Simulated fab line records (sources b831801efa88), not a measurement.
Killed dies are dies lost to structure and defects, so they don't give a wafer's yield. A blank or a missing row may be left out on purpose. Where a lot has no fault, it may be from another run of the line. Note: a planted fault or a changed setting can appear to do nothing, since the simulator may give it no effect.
Which tool was responsible?    flow sky130    14 lots with 42 wafers sampled at 4 steps, on a route of 708 steps

## WHAT THE GAUGES READ, wafer by wafer
SKY_FIELD_ISO_THK_MEAS_02.
lot   measured     on            FIELD_ISO_OXIDATION_00_THK (nm)
L471  day 1 21:42  filmMetro-02  11.51 11.78 11.69
L472  day 2 03:16  filmMetro-02  11.44 11.47 11.55
L473  day 2 08:31  filmMetro-03  11.76 11.68 11.60
L474  day 2 13:04  filmMetro-03  11.68 11.58 11.68
L476  day 2 22:41  filmMetro-03  11.55 11.73 11.65
L479  day 3 14:24  filmMetro-02  11.28 11.25 11.41
L480  day 3 18:49  filmMetro-02  11.56 11.43 11.46
L481  day 3 23:38  filmMetro-03  11.90 11.87 11.82
L482  day 4 05:10  filmMetro-01  11.62 11.66 11.62
L483  day 4 09:47  filmMetro-01  11.95 11.63 11.61
L484  day 4 14:38  filmMetro-03  11.78 11.74 11.99
L485  day 4 19:38  filmMetro-02  11.56 11.73 11.73
L491  day 6 04:27  filmMetro-01  11.95 11.95 11.81
L492  day 6 07:31  filmMetro-02  11.43 11.45 11.41

SKY_NWELL_TW_MEAS_26.
lot   measured      on            NWELL_2_TW
L471  day 5 17:04   filmMetro-03  493.6 497.8 494.1
L472  day 5 22:00   filmMetro-03  492.7 497.1 495.7
L473  day 6 08:56   filmMetro-02  496.2 493.8 494.7
L474  day 6 12:38   filmMetro-03  495.9 497.5 498.4
L476  day 6 23:28   filmMetro-02  493.3 493.0 494.8
L479  day 7 19:19   filmMetro-02  496.1 498.5 495.6
L480  day 8 02:04   filmMetro-03  496.6 499.6 497.8
L481  day 8 08:20   filmMetro-02  496.6 497.1 496.3
L482  day 8 14:40   filmMetro-02  493.4 489.8 492.1
L483  day 8 18:53   filmMetro-04  493.0 493.8 494.3
L484  day 9 00:08   filmMetro-03  495.9 499.3 499.0
L485  day 9 08:10   filmMetro-02  495.7 493.0 493.5
L491  day 11 00:37  filmMetro-04  496.6 495.1 493.7
L492  day 11 04:50  filmMetro-04  494.8 494.7 493.8

SKY_VT_ADJUST_LVTN_OVL_MEAS_18.
lot   measured      on          VT_ADJUST_LVTN_01_OVL (nm)
L471  day 8 05:05   overlay-01  0.7 -2.1 -0.8
L472  day 8 08:42   overlay-01  -0.8 0.4 -1.8
L473  day 8 21:02   overlay-01  -0.2 -2.6 1.0
L474  day 9 00:56   overlay-02  0.9 0.0 1.2
L476  day 9 14:53   overlay-01  -0.8 0.7 -0.6
L479  day 10 14:08  overlay-01  -0.5 -1.2 1.4
L480  day 10 19:20  overlay-01  2.0 0.7 1.2
L481  day 11 02:44  overlay-01  1.2 1.0 -0.7
L482  day 11 10:11  overlay-02  -1.1 -1.4 0.2
L483  day 11 15:25  overlay-02  -1.2 -0.1 -1.2
L484  day 11 21:28  overlay-02  1.0 -0.1 1.1
L485  day 12 04:38  overlay-01  -0.5 -1.3 -0.7
L491  day 14 03:26  overlay-02  -2.2 -0.3 -2.2
L492  day 14 07:53  overlay-02  1.3 0.3 0.1

## EACH LOT AND THE TOOL THAT RAN IT (in order: tool; ch and the chambers of the sampled wafers; start)
lot   SKY_NWELL_IMPLANT_24
L471  implanter-03 ch 0, day 5 16:50
L472  implanter-01 ch 0, day 5 21:48
L473  implanter-01 ch 0, day 6 08:41
L474  implanter-03 ch 0, day 6 12:25
L476  implanter-03 ch 0, day 6 23:14
L479  implanter-01 ch 0, day 7 19:07
L480  implanter-01 ch 0, day 8 01:49
L481  implanter-01 ch 0, day 8 08:06
L482  implanter-01 ch 0, day 8 14:25
L483  implanter-01 ch 0, day 8 18:38
L484  implanter-02 ch 0, day 8 23:54
L485  implanter-02 ch 0, day 9 07:55
L491  implanter-02 ch 0, day 11 00:22
L492  implanter-02 ch 0, day 11 04:36
- SKY_NWELL_IMPLANT_24

## WHAT THE TOOLS THEMSELVES READ (means of the sampled wafers that have a number; where no wafer has one, the mark that the record gives instead)
SKY_NWELL_IMPLANT_24.
lot   tool          beamEnergyKeV
L471  implanter-03  139.99
L472  implanter-01  140.07
L473  implanter-01  140.02
L474  implanter-03  140.01
L476  implanter-03  139.98
L479  implanter-01  140.05
L480  implanter-01  139.96
L481  implanter-01  139.98
L482  implanter-01  135.61
L483  implanter-01  135.64
L484  implanter-02  140.05
L485  implanter-02  140.06
L491  implanter-02  139.99
L492  implanter-02  139.98

## THE ANSWER, worked out from the rows above alone
Rule: what is usual is taken from the lots themselves. The widest of any qualifying gaps counts: lots, ordered by their means at a reading, are off when they make up no more than a third of the lots, leave a main group of 4 or more, and stand apart from it by 3 or more times the standard deviation of that group's means. A main group is skipped when, at the precision printed for the reading in the tables above, its means are all equal. A lot without any number at a reading at which 4 lots or more have one is off too. Any other lot the step has rows for is counted as sound. The gauges are gone through in route order, then the tools' own readings, and for those a lot's mean is taken as printed above. At the first step where some lot is off, the reading lying furthest off is the one used; lots without a number count as furthest.
Off: L482, L483, at SKY_NWELL_IMPLANT_24 (beamEnergyKeV). Mean 140.01 and standard deviation 0.036 in the main group.
If a tool, at that step or one of the process steps before it, ran each lot that is off and ran no sound lot following the first of them, it fits. One fits: implanter-01 at SKY_NWELL_IMPLANT_24. A fault onset in the window from L481 (day 8 08:06, its last sound lot) to L482 (day 8 14:25, its first lot off) fits.
The tool's own readings at SKY_NWELL_IMPLANT_24 bear it out: on the lots that are off they differ by more than 5 times the standard deviation of the sound lots' means. beamEnergyKeV reads 135.62 there against 140.01 on the sound lots.

## WHAT THE SIMULATOR HAD INSERTED
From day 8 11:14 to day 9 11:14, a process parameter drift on implanter-01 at SKY_NWELL_IMPLANT_24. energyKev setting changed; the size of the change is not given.
Struck lots among those shown: L482, L483. Same finding as the rule above.
